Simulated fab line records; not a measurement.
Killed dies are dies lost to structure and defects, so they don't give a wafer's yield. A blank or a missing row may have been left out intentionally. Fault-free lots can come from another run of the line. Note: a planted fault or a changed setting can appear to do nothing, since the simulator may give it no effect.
Matching of chambers    flow sky130    SKY_CONTACT_ETCH_17 on rie-diel-02: 4 sister chambers
The step etches SiO2 in C4F8/O2/Ar, stops on Si3N4, target depth 340 nm. 8 wafers are shown with their chamber, then 7 later ones without.

== WAFERS WITH THEIR CHAMBER ==
wafer   chamber  bias-w (W)  oes-product-au (a.u.)
L623.1  3        1205        0.885
L623.3  1        1201        0.889
L623.4  2        1195        0.885
L624.3  3        1199        0.885
L624.4  1        1196        0.880
L624.5  0        1203        0.887
L637.1  2        1201        0.878
L637.3  0        1198        0.891

== WAFERS WITHOUT THEIR CHAMBER ==
wafer   bias-w (W)  oes-product-au (a.u.)
L637.5  1194        0.897
L638.1  1194        0.892
L638.5  1199        0.886
L638.6  1196        0.883
L640.2  1203        0.891
L640.3  1201        0.892
L640.4  1196        0.897

== THE CHAMBER EACH PASSED THROUGH ==
wafer   from the rows above                in truth
L637.5  can't be placed: 0 or 1 or 3 or 2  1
L638.1  can't be placed: 0 or 1 or 3 or 2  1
L638.5  can't be placed: 1 or 0 or 3 or 2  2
L638.6  can't be placed: 2 or 1 or 3 or 0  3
L640.2  can't be placed: 0 or 3 or 1 or 2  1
L640.3  can't be placed: 0 or 3 or 1 or 2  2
L640.4  can't be placed: 0 or 1 or 3 or 2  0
Placed correctly: 0 of 7. These rows do not allow placing 7 (true chamber among the candidates in 7). Placed wrongly: 0.
How it was worked out, from the rows above alone: a wafer's distance from a chamber is the root of the sum, over the readings, of the square of ((its reading less the chamber's mean) divided by the reading's scatter). If the next closest chamber is less than 2 further off than the closest, the wafer can't be placed; otherwise it belongs to the closest. Each chamber's mean is taken over the wafers shown for it. How the scatter is found: for the shown wafers, subtract from each reading the mean of its chamber, square and add these, divide the total by (wafers less chambers), then take the root.
